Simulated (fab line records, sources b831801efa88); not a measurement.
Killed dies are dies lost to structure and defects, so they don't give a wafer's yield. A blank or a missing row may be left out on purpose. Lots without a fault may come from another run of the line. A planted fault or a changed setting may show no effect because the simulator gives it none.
fab line records | flow sky130
record lots=13 wafers=39 last_day=50
route steps=708 shown POLY_GATE@229 LDD_N@251 LDD_HVN@277 PAD_OPEN@708
lots that met no fault: from a run of the same line without faults
start_h: hours from the record's first day to the start of the lot's first wafer shown | wait_h: hours since the lot's step before | " the same as in the row above | L1.1+2: a row that stands for several wafers | - no value, or no start given | * or withheld: withheld | < > ~ a bound
route shown NAME@n: a module of which the file shows steps, and the number in the route of the first | usual: mean/standard deviation of fault-free wafers | same: alike in all rows | chamber/n: place in a boat | sites: the reading at each site | _std_site: their standard deviation | _edge_site: outer sites' mean less inner sites' | radius_mm: how far each site lies from the wafer's centre | mask NAME#n: copy n | behind: the tool/chamber that last shaped the wafer | hold: why the lot was held/for how many hours/how that ended | device: the transistor (n, p or np) that didn't switch | end of line: the same wafers' tests at the end of the route | a step without rows: its recipe alone | killed: dies lost to structure and defects at the first sort, not the wafer's yield | map: a wafer's dies, x killed, . not, _ none there
set.NAME: the setting as run; set.NAME@STEP: as run at that earlier step | model.NAME: the simulator's own value behind a step, which no gauge read
steps of the route over a sample of lots; a table a step, a row a wafer
services: from which hour (start_h, from the record's first day; less than 0 if before it) a tool's chamber was out of use, for how many hours, and why
## steps
# step SKY_POLY_GATE_ETCH_15
# recipe chemistry=N2/H2 target=BARC ion_energy_ev=200 source_w=500 bias_w=100 pressure_mtorr=30 n2_flow_sccm=100 h2_flow_sccm=200 stop_on=SiO2 time_s=118.5 target_depth_a=1100
# usual drypump_motor_current_A=5.9/0.4 oes_product_au=0.716/0.0046 throttle_valve_pct=13.212/0.0097
# columns lot.wafer tool chamber start_h wait_h drypump_motor_current_A oes_product_au rf_hours_counter_h throttle_valve_pct
L989.2 rie_diel-04 3 402.84 0.0 5.8 0.719 3 13.223
L989.3 " 2 " " 6.4 0.712 42 13.220
L989.4 " 1 " " 5.4 0.719 0 13.218
L987.1 rie_diel-02 3 403.07 0.0 6.4 0.719 52 13.212
L987.3 " 0 " " 6.2 0.713 51 13.224
L987.5 " 3 " " 6.4 0.716 - 13.220
L988.1 rie_diel-01 3 403.19 0.0 5.9 0.715 31 13.196
L988.2 " 1 " " 5.6 0.716 3 13.199
L988.3 " 0 " " 6.2 0.721 14 13.201
L990.2 rie_diel-01 0 408.79 0.0 6.2 0.716 14 13.225
L990.4 " 3 " " 5.9 0.726 32 13.216
L990.6 " 2 " " 5.7 0.720 - 13.206
L994.1 rie_diel-02 1 427.14 0.0 6.7 0.719 89 13.206
L994.2 " 0 " " 6.2 0.723 52 13.215
L994.6 " 1 " " 6.7 0.721 - 13.191
L993.2 rie_diel-01 2 427.49 0.0 5.7 0.713 19 13.225
L993.4 " 1 " " 5.6 0.718 4 13.211
L993.5 " 1 " " 5.6 0.718 - 13.206
L995.1 rie_diel-04 1 450.82 0.0 5.5 0.713 2 13.221
L995.4 " 0 " " 5.9 0.713 72 13.207
L995.6 " 2 " " 6.3 0.713 - 13.226
L998.1 rie_diel-02 1 481.52 0.0 6.8 0.714 90 13.218
L998.5 " 3 " " 6.3 0.716 - 13.211
L998.6 " 0 " " 6.2 0.714 - 13.219
L105.1 rie_diel-01 3 520.12 0.0 5.9 0.725 34 13.222
L105.3 " 2 " " 5.7 0.714 21 13.219
L105.4 " 0 " " 6.2 0.710 16 13.221
L107.2 rie_diel-01 2 557.89 0.0 5.7 0.715 21 13.229
L107.4 " 0 " " 6.2 0.707 17 13.216
L107.5 " 3 " " 5.9 0.719 - 13.221
L108.3 rie_diel-04 1 558.17 0.0 5.5 0.720 3 13.206
L108.5 " 0 " " 5.8 0.723 - 13.206
L108.6 " 3 " " 5.7 0.711 - 13.215
L109.3 rie_diel-02 1 559.87 0.0 6.7 0.723 0 13.200
L109.5 " 3 " " 6.3 0.714 - 13.203
L109.6 " 2 " " 4.9 0.720 - 13.215
L110.2 rie_diel-04 0 567.69 0.0 5.9 0.719 74 13.208
L110.4 " 1 " " 5.5 0.712 3 13.205
L110.6 " 0 " " 5.9 0.715 - 13.229
# step SKY_POLY_GATE_THK_MEAS_21
# recipe reads=SiO2_of_POLY_GATE_OXIDATION_20
# usual POLY_GATE_OXIDATION_THK=4.02/0.086
# columns lot.wafer tool chamber start_h wait_h POLY_GATE_OXIDATION_THK[nm]
L987.1 film_metro-03 - 408.90 0.0 4.13
L987.3 " - " " 4.19
L987.5 " - " " 4.17
L988.1 film_metro-01 - 408.90 0.0 4.03
L988.2 " - " " 4.12
L988.3 " - " " 4.09
L989.2 film_metro-04 - 408.91 0.0 4.04
L989.3 " - " " 4.03
L989.4 " - " " 4.05
L990.2 film_metro-01 - 417.40 0.1 4.14
L990.4 " - " " 4.11
L990.6 " - " " 4.12
L994.1 film_metro-03 - 431.12 0.0 4.06
L994.2 " - " " 4.00
L994.6 " - " " 3.96
L993.2 film_metro-04 - 431.13 0.0 3.93
L993.4 " - " " 4.03
L993.5 " - " " 3.93
L995.1 film_metro-01 - 452.77 0.0 4.20
L995.4 " - " " 4.17
L995.6 " - " " 4.05
L998.1 film_metro-03 - 483.16 0.0 4.03
L998.5 " - " " 4.15
L998.6 " - " " 4.01
L105.1 film_metro-01 - 521.76 0.0 3.98
L105.3 " - " " 3.87
L105.4 " - " " 3.93
L107.2 film_metro-04 - 560.23 0.0 3.98
L107.4 " - " " 4.02
L107.5 " - " " 3.97
L108.3 film_metro-03 - 560.24 0.0 3.87
L108.5 " - " " 3.92
L108.6 " - " " 3.83
L109.3 film_metro-04 - 561.90 0.0 3.94
L109.5 " - " " 3.95
L109.6 " - " " 4.00
L110.2 film_metro-04 - 569.33 0.0 3.92
L110.4 " - " " 3.91
L110.6 " - " " 3.94
# step SKY_LDD_N_IMPLANT_14
# recipe species=BF2 energy_kev=50 dose_cm2=5e+12 tilt_deg=30 rotation_deg=180
# usual beam_on_s=10.01/0.19 dose_ions_cm2=5.001e+12/5.4e+09 rotation_deg=179.99/0.058
# columns lot.wafer tool chamber start_h wait_h beam_on_s dose_ions_cm2 rotation_deg
L989.2 implanter-02 0 439.03 0.1 9.82 4.995e+12 179.94
L989.3 " 0 " " 10.17 4.994e+12 179.97
L989.4 " 0 " " 10.02 4.989e+12 179.92
L988.1 implanter-04 0 439.31 0.1 10.00 4.994e+12 179.96
L988.2 " 0 " " 10.50 4.99e+12 180.02
L988.3 " 0 " " 9.66 5.004e+12 179.98
L987.1 implanter-03 0 439.32 0.1 9.94 4.998e+12 180.04
L987.3 " 0 " " 10.01 5.003e+12 179.97
L987.5 " 0 " " 10.07 4.995e+12 179.91
L990.2 implanter-02 0 448.22 0.1 9.85 5.001e+12 180.00
L990.4 " 0 " " 9.82 5.005e+12 179.98
L990.6 " 0 " " 10.03 5.002e+12 180.05
L994.1 implanter-04 0 462.25 0.1 10.32 4.996e+12 180.01
L994.2 " 0 " " 10.30 5.004e+12 179.92
L994.6 " 0 " " 10.01 5.001e+12 179.99
L993.2 implanter-02 0 462.39 0.1 10.14 5.002e+12 179.93
L993.4 " 0 " " 9.53 5.004e+12 179.93
L993.5 " 0 " " 9.92 5.008e+12 179.97
L995.1 implanter-02 0 484.57 0.1 10.06 5.007e+12 340.04
L995.4 " 0 " " 9.96 4.999e+12 339.97
L995.6 " 0 " " 10.16 5.008e+12 340.02
L998.1 implanter-02 0 514.41 0.1 10.01 4.994e+12 339.94
L998.5 " 0 " " 10.24 4.998e+12 339.96
L998.6 " 0 " " 9.87 4.999e+12 340.04
L105.1 implanter-04 0 552.47 0.1 10.13 5.009e+12 179.90
L105.3 " 0 " " 10.05 5.003e+12 179.89
L105.4 " 0 " " 9.74 5.004e+12 180.03
L108.3 implanter-02 0 591.01 0.1 10.17 5.002e+12 179.98
L108.5 " 0 " " 10.12 5.001e+12 180.05
L108.6 " 0 " " 10.00 4.997e+12 179.96
L107.2 implanter-04 0 591.28 0.1 9.74 4.995e+12 179.92
L107.4 " 0 " " 10.15 4.996e+12 179.98
L107.5 " 0 " " 10.04 4.994e+12 180.00
L109.3 implanter-02 0 592.47 0.1 10.42 4.994e+12 180.01
L109.5 " 0 " " 9.76 5.009e+12 179.92
L109.6 " 0 " " 10.24 5.012e+12 180.02
L110.2 implanter-03 0 600.34 0.1 10.03 5.006e+12 180.09
L110.4 " 0 " " 9.91 5.01e+12 180.09
L110.6 " 0 " " 9.73 5.009e+12 180.00
# step SKY_LDD_HVN_TW_MEAS_10
# usual LDD_HVN_TW=1429/11
# columns lot.wafer tool chamber start_h wait_h LDD_HVN_TW
L989.2 film_metro-04 - 501.23 0.1 1405
L989.3 " - " " 1409
L989.4 " - " " 1400
L988.1 film_metro-03 - 502.00 0.1 1436
L988.2 " - " " 1430
L988.3 " - " " 1430
L987.1 film_metro-01 - 502.30 0.1 1433
L987.3 " - " " 1444
L987.5 " - " " 1438
L990.2 film_metro-04 - 510.68 0.1 1414
L990.4 " - " " 1413
L990.6 " - " " 1411
L994.1 film_metro-01 - 523.11 0.1 1440
L994.2 " - " " 1436
L994.6 " - " " 1446
L993.2 film_metro-04 - 523.41 0.1 1412
L993.4 " - " " 1419
L993.5 " - " " 1418
L995.1 film_metro-04 - 545.76 0.1 1417
L995.4 " - " " 1415
L995.6 " - " " 1410
L998.1 film_metro-01 - 574.46 0.1 1434
L998.5 " - " " 1431
L998.6 " - " " 1433
L105.1 film_metro-01 - 612.36 0.1 1441
L105.3 " - " " 1435
L105.4 " - " " 1436
L108.3 film_metro-01 - 648.09 0.1 1438
L108.5 " - " " 1442
L108.6 " - " " 1434
L107.2 film_metro-03 - 648.38 0.1 1438
L107.4 " - " " 1452
L107.5 " - " " 1433
L109.3 film_metro-04 - 649.88 0.1 1419
L109.5 " - " " 1417
L109.6 " - " " 1420
L110.2 film_metro-01 - 657.43 0.1 1445
L110.4 " - " " 1441
L110.6 " - " " 1447
# step SKY_PAD_OPEN_PROBE_99
# usual killed_at_M0_to_M3=42/6.6 killed_at_M4_up=3.0/1.7 killed_at_contacts=24/5.3 killed_at_front_end=15/4.5 killed_at_other=0.2/0.49 killed_dies=83/9 killed_open=45/6.9 killed_short=38/5.8
# same gross_dies=492 killed_at_back_side=0
# columns lot.wafer tool chamber start_h wait_h killed_at_M0_to_M3 killed_at_M4_up killed_at_contacts killed_at_front_end killed_at_other killed_dies killed_open killed_short
L989.2 prober-02 - 1111.08 0.1 35 5 26 18 0 84 34 49
L989.3 prober-02 - 1111.13 0.2 43 2 25 16 0 86 52 33
L989.4 prober-02 - 1111.18 0.2 40 3 16 14 0 73 41 31
L988.1 prober-01 - 1113.26 0.1 36 7 21 11 0 75 28 47
L988.2 prober-01 - 1113.31 0.1 47 3 25 21 0 96 47 49
L988.3 prober-01 - 1113.36 0.2 42 6 23 13 0 84 39 45
L987.1 prober-02 - 1114.76 0.1 39 3 20 17 0 79 38 41
L987.3 prober-02 - 1114.86 0.2 40 4 23 18 0 85 47 38
L987.5 prober-02 - 1114.96 0.2 28 1 21 12 0 62 31 31
L993.2 prober-02 - 1116.33 0.1 50 3 14 12 0 79 39 40
L993.4 prober-02 - 1116.43 0.2 44 3 25 16 0 88 42 46
L993.5 prober-02 - 1116.48 0.2 34 2 15 14 0 65 32 33
L990.2 prober-02 - 1116.63 0.3 44 2 15 10 0 71 35 36
L990.4 prober-02 - 1116.73 0.4 43 6 26 11 0 86 51 35
L990.6 prober-02 - 1116.83 0.4 46 3 15 9 0 73 34 39
L994.1 prober-01 - 1117.76 0.1 41 4 33 13 0 91 52 39
L994.2 prober-01 - 1117.81 0.1 32 1 28 16 0 77 35 42
L994.6 prober-01 - 1118.01 0.2 39 1 27 13 0 80 50 30
L995.1 prober-01 - 1131.93 0.1 36 1 26 15 0 78 46 32
L995.4 prober-01 - 1132.08 0.2 36 0 22 20 0 78 50 28
L995.6 prober-01 - 1132.18 0.2 27 1 34 15 2 79 45 34
L998.1 prober-02 - 1151.61 0.1 40 1 26 22 1 90 47 42
L998.5 prober-02 - 1151.81 0.2 35 5 28 17 0 85 48 37
L998.6 prober-02 - 1151.86 0.2 47 2 17 19 1 86 42 43
L105.1 prober-01 - 1172.24 0.1 44 1 15 13 0 73 38 35
L105.3 prober-01 - 1172.34 0.2 53 4 22 13 0 92 52 39
L105.4 prober-01 - 1172.39 0.2 53 2 17 10 0 82 45 37
L109.3 prober-02 - 1193.20 0.2 38 3 22 16 0 79 40 39
L109.5 prober-02 - 1193.30 0.2 39 2 25 9 0 75 47 28
L109.6 prober-02 - 1193.35 0.2 42 2 21 15 0 80 43 37
L108.3 prober-01 - 1194.23 0.2 51 2 17 8 0 78 42 36
L108.5 prober-01 - 1194.33 0.2 38 5 26 12 0 81 38 43
L108.6 prober-01 - 1194.38 0.2 46 3 22 5 0 76 42 34
L110.2 prober-02 - 1195.96 0.1 43 4 25 18 0 90 50 40
L110.4 prober-02 - 1196.06 0.2 43 2 29 14 1 89 52 37
L110.6 prober-02 - 1196.16 0.2 54 2 22 20 0 98 56 42
L107.2 prober-01 - 1196.92 0.1 37 3 26 23 0 89 41 47
L107.4 prober-01 - 1197.02 0.2 39 1 16 14 0 70 37 33
L107.5 prober-01 - 1197.07 0.2 36 2 30 15 0 83 50 33
# killed by level:class
L989.2 CONTACT:geometric_particle:open=9 LI_CONTACT:geometric_particle:open=8 METAL2:geometric_particle:short=7 FIELD_ISO:geometric_particle:short=6 METAL1:geometric_particle:short=6 VIA2:geometric_particle:open=5 FIELD_ISO:geometric_particle:open=4 POLY_GATE:geometric_particle:short=4
L989.3 VIA2:geometric_particle:open=10 CONTACT:geometric_particle:open=8 VIA1:geometric_particle:open=8 LI_CONTACT:geometric_particle:open=7 METAL2:geometric_particle:short=6 CONTACT:geometric_particle:short=5 FIELD_ISO:geometric_particle:open=4 POLY_GATE:geometric_particle:short=4
L989.4 VIA3:geometric_particle:open=13 VIA1:geometric_particle:open=9 FIELD_ISO:geometric_particle:short=5 VIA2:geometric_particle:open=5 POLY_GATE:geometric_particle:short=4 LOCAL_INTERCONNECT:geometric_particle:short=4 CONTACT:geometric_particle:open=4 METAL1:geometric_particle:short=4
L988.1 VIA1:geometric_particle:short=9 METAL4:geometric_particle:short=7 LOCAL_INTERCONNECT:geometric_particle:short=6 VIA2:geometric_particle:open=6 POLY_GATE:geometric_particle:short=5 CONTACT:geometric_particle:open=5 LI_CONTACT:geometric_particle:open=4 METAL1:geometric_particle:short=4
L988.2 CONTACT:geometric_particle:open=10 VIA1:geometric_particle:open=10 FIELD_ISO:geometric_particle:short=8 CONTACT:geometric_particle:short=8 METAL1:geometric_particle:short=8 FIELD_ISO:geometric_particle:open=6 METAL2:geometric_particle:short=6 LOCAL_INTERCONNECT:geometric_particle:short=5
L988.3 VIA1:geometric_particle:open=10 CONTACT:geometric_particle:open=9 METAL1:geometric_particle:short=7 LOCAL_INTERCONNECT:geometric_particle:short=7 VIA2:geometric_particle:open=6 VIA2:geometric_particle:short=5 METAL4:geometric_particle:short=5 LI_CONTACT:geometric_particle:open=4
L987.1 METAL2:geometric_particle:short=9 CONTACT:geometric_particle:open=8 METAL1:geometric_particle:short=7 VIA2:geometric_particle:open=7 FIELD_ISO:geometric_particle:short=5 FIELD_ISO:geometric_particle:open=5 VIA3:geometric_particle:open=5 POLY_GATE:geometric_particle:short=4
L987.3 LI_CONTACT:geometric_particle:open=10 VIA1:geometric_particle:open=10 FIELD_ISO:geometric_particle:short=8 CONTACT:geometric_particle:open=6 VIA2:geometric_particle:open=6 METAL1:geometric_particle:short=5 POLY_GATE:geometric_particle:open=5 CONTACT:geometric_particle:short=4
L987.5 CONTACT:geometric_particle:open=8 VIA2:geometric_particle:open=7 CONTACT:geometric_particle:short=6 METAL3:geometric_particle:short=6 FIELD_ISO:geometric_particle:short=3 POLY_GATE:geometric_particle:short=3 POLY_GATE:geometric_particle:open=3 LI_CONTACT:geometric_particle:open=3
L993.2 METAL1:geometric_particle:short=9 VIA3:geometric_particle:open=8 VIA1:geometric_particle:open=8 CONTACT:geometric_particle:open=7 FIELD_ISO:geometric_particle:short=5 METAL2:geometric_particle:short=5 VIA2:geometric_particle:open=5 VIA1:geometric_particle:short=4
L993.4 LI_CONTACT:geometric_particle:open=11 VIA1:geometric_particle:open=9 METAL1:geometric_particle:short=7 VIA3:geometric_particle:open=6 FIELD_ISO:geometric_particle:short=5 CONTACT:geometric_particle:short=5 METAL2:geometric_particle:short=4 CONTACT:geometric_particle:open=4
L993.5 VIA3:geometric_particle:open=7 CONTACT:geometric_particle:open=6 VIA2:geometric_particle:short=5 FIELD_ISO:geometric_particle:short=4 VIA2:geometric_particle:open=4 VIA1:geometric_particle:open=4 METAL2:geometric_particle:short=4 METAL3:geometric_particle:short=4
L990.2 VIA1:geometric_particle:short=8 VIA2:geometric_particle:open=8 METAL1:geometric_particle:short=6 METAL2:geometric_particle:short=5 FIELD_ISO:geometric_particle:open=4 CONTACT:geometric_particle:short=4 VIA3:geometric_particle:open=4 VIA1:geometric_particle:open=4
L990.4 CONTACT:geometric_particle:open=9 VIA1:geometric_particle:open=9 LI_CONTACT:geometric_particle:open=8 VIA3:geometric_particle:open=5 METAL2:geometric_particle:short=5 METAL1:geometric_particle:short=4 VIA2:geometric_particle:open=4 FIELD_ISO:geometric_particle:short=3
L990.6 METAL1:geometric_particle:short=10 VIA1:geometric_particle:open=10 CONTACT:geometric_particle:open=6 FIELD_ISO:geometric_particle:short=5 LI_CONTACT:geometric_particle:open=5 VIA1:geometric_particle:short=5 VIA2:geometric_particle:open=5 VIA2:geometric_particle:short=4
L994.1 CONTACT:geometric_particle:open=12 VIA1:geometric_particle:open=10 CONTACT:geometric_particle:short=9 LI_CONTACT:geometric_particle:open=7 METAL1:geometric_particle:short=7 METAL2:geometric_particle:short=6 VIA2:geometric_particle:open=5 FIELD_ISO:geometric_particle:open=4
L994.2 CONTACT:geometric_particle:open=10 VIA1:geometric_particle:open=9 FIELD_ISO:geometric_particle:short=7 CONTACT:geometric_particle:short=7 LI_CONTACT:geometric_particle:open=5 METAL1:geometric_particle:short=5 METAL2:geometric_particle:short=5 POLY_GATE:geometric_particle:short=4
L994.6 CONTACT:geometric_particle:open=16 VIA1:geometric_particle:open=9 METAL2:geometric_particle:short=7 VIA3:geometric_particle:open=5 POLY_GATE:geometric_particle:open=4 LI_CONTACT:geometric_particle:open=4 VIA1:geometric_particle:short=4 VIA2:geometric_particle:open=4
L995.1 LI_CONTACT:geometric_particle:open=11 VIA1:geometric_particle:open=9 VIA2:geometric_particle:open=7 LOCAL_INTERCONNECT:geometric_particle:short=5 METAL3:geometric_particle:short=5 FIELD_ISO:geometric_particle:short=4 LI_CONTACT:geometric_particle:short=4 VIA3:geometric_particle:open=4
L995.4 VIA1:geometric_particle:open=13 LI_CONTACT:geometric_particle:open=10 CONTACT:geometric_particle:open=8 POLY_GATE:geometric_particle:short=6 VIA2:geometric_particle:open=5 VIA3:geometric_particle:open=5 FIELD_ISO:geometric_particle:open=4 POLY_GATE:geometric_particle:open=3
L995.6 CONTACT:geometric_particle:open=9 VIA3:geometric_particle:open=8 LI_CONTACT:geometric_particle:open=8 CONTACT:geometric_particle:short=6 LOCAL_INTERCONNECT:geometric_particle:short=5 VIA1:geometric_particle:open=5 FIELD_ISO:geometric_particle:short=4 METAL2:geometric_particle:short=4
L998.1 CONTACT:geometric_particle:open=14 VIA1:geometric_particle:open=13 POLY_GATE:geometric_particle:short=6 CONTACT:geometric_particle:short=6 POLY_GATE:geometric_particle:open=5 METAL2:geometric_particle:short=5 VIA1:geometric_particle:short=5 FIELD_ISO:geometric_particle:short=4
L998.5 CONTACT:geometric_particle:open=14 LI_CONTACT:geometric_particle:open=8 VIA2:geometric_particle:open=8 POLY_GATE:geometric_particle:open=7 VIA1:geometric_particle:short=6 FIELD_ISO:geometric_particle:open=5 METAL1:geometric_particle:short=5 METAL2:geometric_particle:short=5
L998.6 VIA1:geometric_particle:open=9 CONTACT:geometric_particle:open=8 VIA3:geometric_particle:open=8 METAL2:geometric_particle:short=6 FIELD_ISO:geometric_particle:short=5 VIA1:geometric_particle:short=5 POLY_GATE:geometric_particle:short=4 METAL1:geometric_particle:short=4
L105.1 VIA1:geometric_particle:open=10 VIA2:geometric_particle:open=9 METAL1:geometric_particle:short=5 LI_CONTACT:geometric_particle:open=5 VIA1:geometric_particle:short=5 METAL2:geometric_particle:short=5 FIELD_ISO:geometric_particle:short=3 POLY_GATE:geometric_particle:short=3
L105.3 VIA1:geometric_particle:open=16 VIA3:geometric_particle:open=9 LI_CONTACT:geometric_particle:open=6 LOCAL_INTERCONNECT:geometric_particle:short=6 CONTACT:geometric_particle:open=6 VIA1:geometric_particle:short=5 VIA2:geometric_particle:open=5 METAL1:geometric_particle:short=4
L105.4 VIA1:geometric_particle:open=10 METAL2:geometric_particle:short=10 CONTACT:geometric_particle:open=8 VIA3:geometric_particle:open=8 VIA2:geometric_particle:open=6 LI_CONTACT:geometric_particle:open=5 METAL3:geometric_particle:short=4 VIA1:geometric_particle:short=4
L109.3 LI_CONTACT:geometric_particle:open=8 VIA1:geometric_particle:open=7 VIA3:geometric_particle:open=6 CONTACT:geometric_particle:open=6 FIELD_ISO:geometric_particle:short=5 METAL2:geometric_particle:short=5 POLY_GATE:geometric_particle:short=4 LI_CONTACT:geometric_particle:short=4
L109.5 CONTACT:geometric_particle:open=11 VIA2:geometric_particle:open=9 VIA1:geometric_particle:open=8 LI_CONTACT:geometric_particle:open=8 VIA3:geometric_particle:open=6 VIA2:geometric_particle:short=4 METAL2:geometric_particle:short=4 FIELD_ISO:geometric_particle:short=3
L109.6 VIA1:geometric_particle:open=11 LI_CONTACT:geometric_particle:open=9 METAL2:geometric_particle:short=8 VIA3:geometric_particle:open=7 LOCAL_INTERCONNECT:geometric_particle:short=6 FIELD_ISO:geometric_particle:short=5 POLY_GATE:geometric_particle:open=5 CONTACT:geometric_particle:open=4
L108.3 VIA1:geometric_particle:open=12 VIA3:geometric_particle:open=10 CONTACT:geometric_particle:open=6 VIA1:geometric_particle:short=6 VIA2:geometric_particle:open=5 METAL1:geometric_particle:short=5 METAL2:geometric_particle:short=5 VIA3:geometric_particle:short=5
L108.5 VIA1:geometric_particle:open=7 CONTACT:geometric_particle:open=6 METAL1:geometric_particle:short=6 LI_CONTACT:geometric_particle:short=5 VIA3:geometric_particle:open=5 LOCAL_INTERCONNECT:geometric_particle:short=5 CONTACT:geometric_particle:short=5 SPACER:geometric_particle:open=4
L108.6 VIA1:geometric_particle:open=13 CONTACT:geometric_particle:open=10 VIA3:geometric_particle:open=8 METAL2:geometric_particle:short=7 LOCAL_INTERCONNECT:geometric_particle:short=5 METAL1:geometric_particle:short=5 CONTACT:geometric_particle:short=4 VIA1:geometric_particle:short=4
L110.2 FIELD_ISO:geometric_particle:open=10 LI_CONTACT:geometric_particle:open=9 CONTACT:geometric_particle:open=8 VIA3:geometric_particle:open=8 VIA2:geometric_particle:open=8 METAL2:geometric_particle:short=7 METAL1:geometric_particle:short=6 VIA3:geometric_particle:short=5
L110.4 CONTACT:geometric_particle:open=15 FIELD_ISO:geometric_particle:open=8 LI_CONTACT:geometric_particle:open=6 VIA1:geometric_particle:open=6 METAL2:geometric_particle:short=6 VIA2:geometric_particle:open=6 FIELD_ISO:geometric_particle:short=5 CONTACT:geometric_particle:short=5
L110.6 VIA1:geometric_particle:open=12 VIA3:geometric_particle:open=10 FIELD_ISO:geometric_particle:short=9 VIA2:geometric_particle:open=9 CONTACT:geometric_particle:open=8 METAL1:geometric_particle:short=6 POLY_GATE:geometric_particle:short=5 CONTACT:geometric_particle:short=5
L107.2 FIELD_ISO:geometric_particle:short=11 LI_CONTACT:geometric_particle:open=8 VIA1:geometric_particle:open=7 LOCAL_INTERCONNECT:geometric_particle:short=6 VIA2:geometric_particle:short=6 CONTACT:geometric_particle:short=5 VIA3:geometric_particle:open=4 CONTACT:geometric_particle:open=4
L107.4 VIA1:geometric_particle:open=8 VIA2:geometric_particle:open=7 FIELD_ISO:geometric_particle:open=5 CONTACT:geometric_particle:open=5 CONTACT:geometric_particle:short=5 METAL1:geometric_particle:short=5 VIA1:geometric_particle:short=5 METAL3:geometric_particle:short=4
L107.5 VIA2:geometric_particle:open=11 LI_CONTACT:geometric_particle:open=10 CONTACT:geometric_particle:open=8 FIELD_ISO:geometric_particle:open=6 LOCAL_INTERCONNECT:geometric_particle:short=6 CONTACT:geometric_particle:short=4 METAL1:geometric_particle:short=4 VIA1:geometric_particle:open=4
## services
# columns tool chamber start_h hours kind
rie_diel-02 2 380.23 3.6 repair
rie_diel-04 3 386.34 8.9 repair
rie_diel-02 3 389.88 11.8 repair
rie_diel-02 2 405.36 - clean
rie_diel-02 2 405.36 22.8 scheduled_down
rie_diel-02 2 405.36 22.8 vent_cycle
implanter-02 - 428.85 1.5 repair
implanter-04 - 433.40 4.1 repair
rie_diel-02 3 437.05 1.4 repair
implanter-03 - 442.35 4.3 pm
rie_diel-04 2 443.44 5.8 repair
rie_diel-04 0 461.20 12.0 repair
rie_diel-01 2 500.63 9.8 repair
rie_diel-02 3 518.05 5.6 repair
implanter-04 - 532.23 3.4 repair
rie_diel-02 2 543.98 3.5 repair
rie_diel-04 0 550.24 1.2 repair
rie_diel-04 2 575.81 6.3 repair
implanter-03 - 583.00 14.2 pm
rie_diel-04 2 596.84 4.8 repair
implanter-02 - 597.45 4.5 pm
rie_diel-02 3 598.55 6.8 repair
rie_diel-04 0 598.97 8.0 repair
rie_diel-01 0 599.41 6.5 repair
## key
first_sign step=SKY_LDD_N_IMPLANT_14 reading=rotation_deg direction=up sigmas=99+ usual=179.99 struck=340.00
effect none on later readings
met_at SKY_LDD_N_IMPLANT_14
struck_lots L995,L998
tester_left_out L995,L998
not_acting_at SKY_POLY_GATE_ETCH_15,SKY_POLY_GATE_THK_MEAS_21,SKY_LDD_HVN_TW_MEAS_10
onset_between 462.39 484.57
fault kind=process_parameter_drift tool=implanter-02 chamber=- onset_h=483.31 steps=SKY_LDD_N_IMPLANT_14 channel=rotation_deg offset=160 shape=step end_h=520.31 acts_in=these_recipes_only stated=180
# tester_left_out: of these lots the tester's yield and bins aren't shown, on N5 and GAA mostly nor the transistor test; their killed dies are dies lost to structure and defects alone, not to doping, threshold or leakage, so they don't give the yield
